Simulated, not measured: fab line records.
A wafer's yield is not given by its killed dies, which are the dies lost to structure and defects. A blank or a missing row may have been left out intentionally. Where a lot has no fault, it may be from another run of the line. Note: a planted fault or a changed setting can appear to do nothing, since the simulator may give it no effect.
Problem report, 8D (eight disciplines) form, completed by code	flow sky130	the parts of the form that need people (team, actions taken, sign-off) are left out

## 1. WHAT IS WRONG
Mean CONTACT_W_RS at SKY_CONTACT_RS_MEAS_25: 0.479 ohm/sq over 2 wafers in 2 lots; fault-free wafers: 0.341 ohm/sq, standard deviation 0.0041. That puts it +34 standard deviations away from the usual mean.
The step: measures by four-point-probe.
First observed at day 36 19:50: wafer L965.4, on filmMetro-01. Wafers with a number at this step in the record: 31, from 11 lots. Rule for "out" (also "out of limits"): further than 4 standard deviations from the usual mean. All remaining wafers that have a number are taken as sound.

## 2. WHAT IT IS, AND WHAT IT ISN'T
question	is	is not
which readings at this step	CONTACT_W_RS	-
which lots	L965, L967	L956, L957, L960, L962, L963, L964, L970, L973, L974
which wafers of those lots	L965.4, L967.4	L967.3, L967.5
read on which gauges	filmMetro-01, filmMetro-04	filmMetro-03
when	from day 36 19:50	up to then (18 sound wafers); but 11 sound wafers of L967, L970, L973, L974 came after

## 3. WHAT RULES OUT EACH SUSPECT
Counting: any tool at a process step up to the reading remains a suspect provided it ran every lot that is out. Sound lots after the first of them don't rule it out here, since some wafers of a struck lot are sound.
- the gauge at SKY_CONTACT_RS_MEAS_25 is ruled out. 2 gauges (filmMetro-01, filmMetro-04) read the wafers that are out.
- plasmaAsher-02 at SKY_LOCAL_INTERCONNECT_STRIP_15 (strips in O2/N2): kept. Every lot that is out went through it, the first being L965 (day 35 14:16); the last sound lot it ran before that was L956 (day 32 04:45).
- cvdW-02 at SKY_CONTACT_CVD_24 (deposits W, target thk 340 nm, time 102.12 s): kept. Every lot that is out went through it, the first being L965 (day 36 19:43); the last sound lot it ran before that was L963 (day 35 17:14).
- Within cvdW-02 at SKY_CONTACT_CVD_24, the wafers that are out were processed in chamber 0 and their sound lot-mates in chamber 1.
What counting leaves: plasmaAsher-02 at SKY_LOCAL_INTERCONNECT_STRIP_15 and cvdW-02 at SKY_CONTACT_CVD_24.

## 4. THE CAUSE (what the simulator had put in)
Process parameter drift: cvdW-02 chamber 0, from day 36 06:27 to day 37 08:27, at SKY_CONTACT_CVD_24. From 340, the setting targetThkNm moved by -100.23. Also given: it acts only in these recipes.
After counting, 2 suspects remain, this tool included.

## 5. THE EFFECT CHAIN, in route order
One row per reading whose mean, taken over the struck wafers that have a number, lies over 3 standard deviations from the usual. Only readings whose record carries a usual standard deviation are examined. hours: median over the lots of the time between each lot's start at the first step of this table that gives one and its start at this step. sigmas: the change, counted in usual standard deviations.
hours	step	reading	usual	on struck wafers	change	sigmas
0	SKY_CONTACT_RS_MEAS_25	CONTACT_W_RS	0.341 ohm/sq	0.479	+0.138	+34
0	SKY_CONTACT_THK_MEAS_26	CONTACT_W_THK	345 nm	245	-100	-18
0	SKY_CONTACT_CMP_27	timeToEndpointS	82 s	56	-26	-6.0
Process steps it contains:
- SKY_CONTACT_CMP_27: polishes, stops on SiO2, t overpolish 15 s, target thk 0 nm.
Later measuring or inspecting steps at which every struck wafer that the step has a row for has a number for every such reading, and none has moved that far: SKY_METAL1_CD_MEAS_15.

## 6. HOW IT WOULD HAVE BEEN CAUGHT EARLIER
In this record the first reading out of limits at a measuring or inspecting step was taken at day 36 19:50, 13 hours after the fault began at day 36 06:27.
An alarm limit of 4 standard deviations would not have fired on the tool readings at SKY_CONTACT_CVD_24 for which the record gives a usual standard deviation, since none of them was out on any struck wafer.
Of the lots that are out (2), L967 began SKY_CONTACT_CVD_24 on cvdW-02 after day 36 19:50. Had the tool been put on hold then, it would have been spared.
